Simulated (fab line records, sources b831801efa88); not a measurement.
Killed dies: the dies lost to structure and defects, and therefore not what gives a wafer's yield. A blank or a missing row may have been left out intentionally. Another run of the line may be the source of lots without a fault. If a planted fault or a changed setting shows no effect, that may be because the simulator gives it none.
What tool caused it? | flow gf180mcu | 42 wafers from 14 lots sampled at 5 of the route's 602 steps

## WHAT THE GAUGES READ, wafer by wafer
GF_CONTACT_THK_MEAS_03.
lot  | measured     | on            | CONTACT_CVD_02_THK (nm)
L420 | day 15 01:24 | film metro-02 | 840 842 860
L421 | day 15 10:34 | film metro-01 | 859 870 877
L423 | day 16 00:21 | film metro-01 | 870 863 864
L425 | day 16 21:11 | film metro-01 | 869 863 870
L426 | day 17 08:04 | film metro-04 | 839 856 852
L427 | day 18 02:05 | film metro-04 | 880 870 887
L431 | day 19 07:59 | film metro-02 | 851 862 865
L432 | day 19 15:01 | film metro-04 | 848 862 854
L433 | day 19 20:35 | film metro-04 | 871 868 881
L434 | day 20 08:00 | film metro-04 | 861 855 865
L435 | day 20 13:30 | film metro-02 | 864 874 872
L436 | day 20 22:50 | film metro-01 | 863 879 857
L437 | day 21 05:20 | film metro-01 | 870 862 873
L441 | day 22 15:38 | film metro-02 | 851 843 865

GF_CONTACT_CD_MEAS_14: the cd target is 220 nm.
lot  | measured     | on        | cd nm (nm)
L420 | day 15 23:13 | cd sem-01 | 218.6 219.0 219.1
L421 | day 16 09:01 | cd sem-01 | 218.7 220.6 218.4
L423 | day 16 23:02 | cd sem-01 | 220.5 218.9 219.5
L425 | day 17 20:29 | cd sem-02 | 220.7 221.6 221.1
L426 | day 18 08:04 | cd sem-02 | 220.6 220.6 219.9
L427 | day 19 02:14 | cd sem-01 | 221.8 222.3 222.7
L431 | day 20 09:07 | cd sem-01 | 218.2 218.2 217.8
L432 | day 20 15:23 | cd sem-01 | 220.6 219.5 220.9
L433 | day 20 21:29 | cd sem-02 | 218.5 216.1 217.1
L434 | day 21 08:35 | cd sem-02 | 219.0 218.9 220.2
L435 | day 21 14:17 | cd sem-01 | 215.2 214.5 215.7
L436 | day 21 22:49 | cd sem-01 | 217.4 219.5 216.7
L437 | day 22 05:39 | cd sem-01 | 215.5 215.1 216.6
L441 | day 23 15:16 | cd sem-01 | 220.7 220.0 219.9

GF_M1_CD_MEAS_14: the cd target is 230 nm.
lot  | measured     | on        | cd nm (nm)
L420 | day 16 23:08 | cd sem-02 | 229.5 228.6 229.1
L421 | day 17 09:02 | cd sem-01 | 229.9 228.9 227.3
L423 | day 17 23:26 | cd sem-02 | 227.7 229.5 229.9
L425 | day 18 21:50 | cd sem-02 | 229.1 229.5 230.5
L426 | day 19 09:44 | cd sem-01 | 230.0 229.9 230.8
L427 | day 20 03:43 | cd sem-02 | 227.7 227.6 227.1
L431 | day 21 10:28 | cd sem-01 | 229.2 230.0 229.6
L432 | day 21 16:38 | cd sem-01 | 228.8 228.7 230.2
L433 | day 21 22:38 | cd sem-02 | 229.8 230.1 230.7
L434 | day 22 10:01 | cd sem-01 | 230.1 231.4 229.1
L435 | day 22 15:05 | cd sem-01 | 229.6 229.4 229.9
L436 | day 22 23:55 | cd sem-01 | 229.8 229.9 230.0
L437 | day 23 06:15 | cd sem-01 | 230.4 231.1 230.9
L441 | day 24 14:33 | cd sem-02 | 228.4 228.3 228.5

GF_M1_OVL_MEAS_15.
lot  | measured     | on         | M1_OVL (nm)
L420 | day 16 23:16 | overlay-02 | 10 15 7
L421 | day 17 09:10 | overlay-01 | 8 8 9
L423 | day 17 23:33 | overlay-01 | -6 -6 -8
L425 | day 18 21:58 | overlay-01 | -8 -6 0
L426 | day 19 09:52 | overlay-02 | -5 -1 -5
L427 | day 20 03:49 | overlay-01 | 6 4 8
L431 | day 21 10:34 | overlay-02 | -1 3 4
L432 | day 21 16:45 | overlay-02 | 8 -5 7
L433 | day 21 22:45 | overlay-01 | 1 9 5
L434 | day 22 10:07 | overlay-02 | 0 1 5
L435 | day 22 15:12 | overlay-02 | 4 4 7
L436 | day 23 00:01 | overlay-01 | -10 -14 -4
L437 | day 23 06:21 | overlay-02 | 2 1 1
L441 | day 24 14:40 | overlay-02 | 5 -3 -3

## WHICH TOOL RAN EACH LOT (tool, then ch and the chambers of the sampled wafers, then the start)
lot  | GF_CONTACT_PEB_12
L420 | litho track-02 ch 0, day 15 22:52
L421 | litho track-02 ch 0, day 16 08:40
L423 | litho track-01 ch 0, day 16 22:41
L425 | litho track-01 ch 0, day 17 20:08
L426 | litho track-02 ch 0, day 18 07:43
L427 | litho track-02 ch 0, day 19 01:55
L431 | litho track-02 ch 0, day 20 08:47
L432 | litho track-01 ch 0, day 20 15:02
L433 | litho track-01 ch 0, day 20 21:08
L434 | litho track-02 ch 0, day 21 08:16
L435 | litho track-01 ch 0, day 21 13:56
L436 | litho track-02 ch 0, day 21 22:29
L437 | litho track-01 ch 0, day 22 05:19
L441 | litho track-03 ch 0, day 23 14:55
- GF_CONTACT_PEB_12: peb time 90 s.

## AS READ BY THE TOOLS THEMSELVES (means over the sampled wafers that have a number; for cases with no such wafer, the mark the record gives instead)
GF_CONTACT_PEB_12.
lot  | tool           | heater power total W (W) | plate temp C (C)
L420 | litho track-02 | 85.73                    | 135.01
L421 | litho track-02 | 85.72                    | 134.99
L423 | litho track-01 | 85.70                    | 135.03
L425 | litho track-01 | 85.65                    | 134.95
L426 | litho track-02 | 85.75                    | 135.02
L427 | litho track-02 | 85.77                    | 135.12
L431 | litho track-02 | 85.71                    | 135.23
L432 | litho track-01 | 85.63                    | 135.01
L433 | litho track-01 | 85.74                    | 134.96
L434 | litho track-02 | 85.72                    | 134.88
L435 | litho track-01 | 84.19                    | 132.99
L436 | litho track-02 | 85.61                    | 134.89
L437 | litho track-01 | 84.25                    | 132.95
L441 | litho track-03 | 85.69                    | 135.03

## THE ANSWER, worked out from the rows above alone
Rule: usual is defined by the lots themselves. Put in order of their means at a reading, lots are off if they are a third of the lots or fewer, leave a main group of 4 or more, and stand apart from it by a gap of 3 or more times the standard deviation of the main group's means; of several such gaps the widest counts. If all means in a main group match to the digits the tables above print for the reading, that group is not used. A lot without any number at a reading at which 4 lots or more have one is off too. All remaining lots with rows at the step are treated as sound. First the gauges in route order, then the tools' own readings, where a lot's mean is used as printed above. At the first step where some lot is off, the reading lying furthest off is the one used; lots without a number count as furthest.
Off, at GF_CONTACT_PEB_12 on heater power total W: L435, L437. Main group: mean 85.70 W, sd 0.047.
A tool fits if, at that step or a process step before it, it ran every lot that is off, and no sound lot after the first of them. One candidate fits, namely litho track-01 at GF_CONTACT_PEB_12. Its last sound lot is L433 (day 20 21:08), its first lot that is off L435 (day 21 13:56): a fault that began between those two fits.
The tool's own readings at GF_CONTACT_PEB_12 bear it out: on the lots that are off they differ by more than 5 times the standard deviation of the sound lots' means. heater power total W reads 84.22 W there against 85.70 W on the sound lots; plate temp C reads 132.97 C there against 135.01 C on the sound lots.

## WHAT THE SIMULATOR HAD PUT IN
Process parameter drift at GF_CONTACT_PEB_12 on litho track-01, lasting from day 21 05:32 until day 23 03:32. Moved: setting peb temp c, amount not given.
Struck lots among those shown: L435, L437. The rule above found the same.
